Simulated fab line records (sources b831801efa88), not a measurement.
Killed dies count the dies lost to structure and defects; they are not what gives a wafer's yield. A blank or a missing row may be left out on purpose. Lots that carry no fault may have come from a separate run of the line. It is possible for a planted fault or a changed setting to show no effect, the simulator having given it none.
Split-lot study || flow sfqLine || route with 325 steps; 5 lots, 23 wafers read

THE SPLIT ITSELF
At SFQ_TRILAYER_M3_LITHO_COAT_075 (resist thk 600 nm), the setting spinRpm was moved away from the recipe's 3000 rpm on 11 of the 23 wafers read, by -5.1% to +5.3%. All remaining wafers had this setting at the recipe value.

FROM SPLIT TO READING: 1 step shown by the file between the two
- SFQ_TRILAYER_M3_BARC_OPEN_METAL_ETCH_100: etches BARC in O2, target depth 125 nm, time 41.7 s (also split here: timeS)

THE READING
KrF_of_TRILAYER_M3_LITHO_COAT_075.thkNm (the simulator's own value, which no gauge read), in nm, at SFQ_TRILAYER_M3_ETCH_METAL_ETCH_078 (etches Nb in Cl2/Ar, stops on SiO2, target depth 240 nm, time 120 s). The file does not state a usual value for it. Here, 12 wafers ran the recipe; their average is 380.6 nm with a standard deviation of 5.9 nm.

{"wafer": "L074.1", "tool, chamber at the split": "lithoTrack-01, 0", "spinRpm as run, rpm": 2846, "against the recipe": "-5.1%", "KrF_of_TRILAYER_M3_LITHO_COAT_075.thkNm, nm": 385.5, "against lot-mates on the recipe": "+12.6"}
{"wafer": "L074.3", "tool, chamber at the split": "lithoTrack-01, 0", "spinRpm as run, rpm": 3000, "against the recipe": "recipe", "KrF_of_TRILAYER_M3_LITHO_COAT_075.thkNm, nm": 370.4, "against lot-mates on the recipe": "-"}
{"wafer": "L074.4", "tool, chamber at the split": "lithoTrack-01, 0", "spinRpm as run, rpm": 2846, "against the recipe": "-5.1%", "KrF_of_TRILAYER_M3_LITHO_COAT_075.thkNm, nm": 390.8, "against lot-mates on the recipe": "+17.9"}
{"wafer": "L074.5", "tool, chamber at the split": "lithoTrack-01, 0", "spinRpm as run, rpm": 3000, "against the recipe": "recipe", "KrF_of_TRILAYER_M3_LITHO_COAT_075.thkNm, nm": 375.4, "against lot-mates on the recipe": "-"}
{"wafer": "L074.6", "tool, chamber at the split": "lithoTrack-01, 0", "spinRpm as run, rpm": 2846, "against the recipe": "-5.1%", "KrF_of_TRILAYER_M3_LITHO_COAT_075.thkNm, nm": 386, "against lot-mates on the recipe": "+13.1"}
{"wafer": "L076.1", "tool, chamber at the split": "lithoTrack-01, 0", "spinRpm as run, rpm": 3000, "against the recipe": "recipe", "KrF_of_TRILAYER_M3_LITHO_COAT_075.thkNm, nm": 382.5, "against lot-mates on the recipe": "-"}
{"wafer": "L076.3", "tool, chamber at the split": "lithoTrack-01, 0", "spinRpm as run, rpm": 3000, "against the recipe": "recipe", "KrF_of_TRILAYER_M3_LITHO_COAT_075.thkNm, nm": 373.8, "against lot-mates on the recipe": "-"}
{"wafer": "L076.4", "tool, chamber at the split": "lithoTrack-01, 0", "spinRpm as run, rpm": 3160, "against the recipe": "+5.3%", "KrF_of_TRILAYER_M3_LITHO_COAT_075.thkNm, nm": 361.4, "against lot-mates on the recipe": -16.8}
{"wafer": "L076.5", "tool, chamber at the split": "lithoTrack-01, 0", "spinRpm as run, rpm": 3160, "against the recipe": "+5.3%", "KrF_of_TRILAYER_M3_LITHO_COAT_075.thkNm, nm": 364.7, "against lot-mates on the recipe": -13.4}
{"wafer": "L076.6", "tool, chamber at the split": "lithoTrack-01, 0", "spinRpm as run, rpm": 3160, "against the recipe": "+5.3%", "KrF_of_TRILAYER_M3_LITHO_COAT_075.thkNm, nm": 366.1, "against lot-mates on the recipe": -12.0}
{"wafer": "L077.2", "tool, chamber at the split": "lithoTrack-01, 0", "spinRpm as run, rpm": 3000, "against the recipe": "recipe", "KrF_of_TRILAYER_M3_LITHO_COAT_075.thkNm, nm": 374.6, "against lot-mates on the recipe": "-"}
{"wafer": "L077.3", "tool, chamber at the split": "lithoTrack-01, 0", "spinRpm as run, rpm": 3000, "against the recipe": "recipe", "KrF_of_TRILAYER_M3_LITHO_COAT_075.thkNm, nm": 379.5, "against lot-mates on the recipe": "-"}
{"wafer": "L077.6", "tool, chamber at the split": "lithoTrack-01, 0", "spinRpm as run, rpm": 3000, "against the recipe": "recipe", "KrF_of_TRILAYER_M3_LITHO_COAT_075.thkNm, nm": 379.5, "against lot-mates on the recipe": "-"}
{"wafer": "L077.4", "tool, chamber at the split": "lithoTrack-01, 0", "spinRpm as run, rpm": 2920, "against the recipe": "-2.7%", "KrF_of_TRILAYER_M3_LITHO_COAT_075.thkNm, nm": 384, "against lot-mates on the recipe": "+6.1"}
{"wafer": "L077.5", "tool, chamber at the split": "lithoTrack-01, 0", "spinRpm as run, rpm": 2920, "against the recipe": "-2.7%", "KrF_of_TRILAYER_M3_LITHO_COAT_075.thkNm, nm": 384.3, "against lot-mates on the recipe": "+6.4"}
{"wafer": "L083.1", "tool, chamber at the split": "lithoTrack-02, 0", "spinRpm as run, rpm": 3075, "against the recipe": "+2.5%", "KrF_of_TRILAYER_M3_LITHO_COAT_075.thkNm, nm": 376.1, "against lot-mates on the recipe": -8.7}
{"wafer": "L083.2", "tool, chamber at the split": "lithoTrack-02, 0", "spinRpm as run, rpm": 3000, "against the recipe": "recipe", "KrF_of_TRILAYER_M3_LITHO_COAT_075.thkNm, nm": 382.5, "against lot-mates on the recipe": "-"}
{"wafer": "L083.3", "tool, chamber at the split": "lithoTrack-02, 0", "spinRpm as run, rpm": 3075, "against the recipe": "+2.5%", "KrF_of_TRILAYER_M3_LITHO_COAT_075.thkNm, nm": 370.8, "against lot-mates on the recipe": -14.0}
{"wafer": "L083.4", "tool, chamber at the split": "lithoTrack-02, 0", "spinRpm as run, rpm": 3075, "against the recipe": "+2.5%", "KrF_of_TRILAYER_M3_LITHO_COAT_075.thkNm, nm": 381.3, "against lot-mates on the recipe": -3.5}
{"wafer": "L083.5", "tool, chamber at the split": "lithoTrack-02, 0", "spinRpm as run, rpm": 3000, "against the recipe": "recipe", "KrF_of_TRILAYER_M3_LITHO_COAT_075.thkNm, nm": 387.1, "against lot-mates on the recipe": "-"}
{"wafer": "L085.2", "tool, chamber at the split": "lithoTrack-02, 0", "spinRpm as run, rpm": 3000, "against the recipe": "recipe", "KrF_of_TRILAYER_M3_LITHO_COAT_075.thkNm, nm": 385, "against lot-mates on the recipe": "-"}
{"wafer": "L085.4", "tool, chamber at the split": "lithoTrack-02, 0", "spinRpm as run, rpm": 3000, "against the recipe": "recipe", "KrF_of_TRILAYER_M3_LITHO_COAT_075.thkNm, nm": 386.7, "against lot-mates on the recipe": "-"}
{"wafer": "L085.5", "tool, chamber at the split": "lithoTrack-02, 0", "spinRpm as run, rpm": 3000, "against the recipe": "recipe", "KrF_of_TRILAYER_M3_LITHO_COAT_075.thkNm, nm": 390.2, "against lot-mates on the recipe": "-"}

FIT RESULTS
A straight line over all 23 wafers: KrF_of_TRILAYER_M3_LITHO_COAT_075.thkNm changes by -2.12 nm for each +1% of spinRpm; r = -0.77; the points scatter about the line by 5.4 nm.
The same after taking each lot's own level away (the mean of its wafers on the recipe; 23 wafers): -2.77 nm for each +1%; r = -0.94; scatter 3 nm.
The reading moves by 15 nm for the largest change in spinRpm, on that fit.
Measured against the standard deviation above, the lots' own levels, which go from 372.90 to 387.30 nm, span 2.5 times it.
So the lot-to-lot level blurs the effect unless lot-mates are compared.
Check: -14.6 nm against its lot-mates is what the line predicts for one of the wafers moved furthest among these (+5.3%) when that wafer is left out of the fit. Against them it came out at -16.8 nm.

OTHER SPLITS ON THESE WAFERS
These wafers also went through other splits before the reading. Each is held against what the fit with the lots' levels taken away leaves over:
{"other split on the same wafers": "SFQ_TRILAYER_M2_LITHO_COAT_062 resistThkNm", "wafers away from the commonest value": 11, "r with KrF_of_TRILAYER_M3_LITHO_COAT_075.thkNm (lot level and that fit taken away)": -0.18}
{"other split on the same wafers": "SFQ_TRILAYER_I2_VIA_LITHO_PEB_070 pebTempC", "wafers away from the commonest value": 7, "r with KrF_of_TRILAYER_M3_LITHO_COAT_075.thkNm (lot level and that fit taken away)": "+0.19"}
{"other split on the same wafers": "SFQ_TRILAYER_M3_BARC_OPEN_METAL_ETCH_100 timeS", "wafers away from the commonest value": 10, "r with KrF_of_TRILAYER_M3_LITHO_COAT_075.thkNm (lot level and that fit taken away)": -0.47}

THE WHOLE CHAIN: every reading that the file lists as answering this split, in the file's order
{"step": "SFQ_TRILAYER_M3_LITHO_COAT_075", "what it does": "resist thk 600 nm", "reading": "KrF_of_TRILAYER_M3_LITHO_COAT_075.thkNm (the simulator's own value, which no gauge read)", "change (the file's fit)": "-2.89 nm for each +1% of the setting", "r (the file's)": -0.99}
{"step": "SFQ_TRILAYER_M3_BARC_OPEN_METAL_ETCH_100", "what it does": "etches BARC in O2, target depth 125 nm, time 41.7 s", "reading": "KrF_of_TRILAYER_M3_LITHO_COAT_075.thkNm (the simulator's own value, which no gauge read)", "change (the file's fit)": "-2.96 nm for each +1% of the setting", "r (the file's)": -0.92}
{"step": "SFQ_TRILAYER_M3_ETCH_METAL_ETCH_078", "what it does": "etches Nb in Cl2/Ar, stops on SiO2, target depth 240 nm, time 120 s", "reading": "KrF_of_TRILAYER_M3_LITHO_COAT_075.thkNm (the simulator's own value, which no gauge read)", "change (the file's fit)": "-2.76 nm for each +1% of the setting", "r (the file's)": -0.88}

FILE'S OWN FIT
KrF_of_TRILAYER_M3_LITHO_COAT_075.thkNm changes by -2.76 nm for each +1% of spinRpm, r = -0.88.
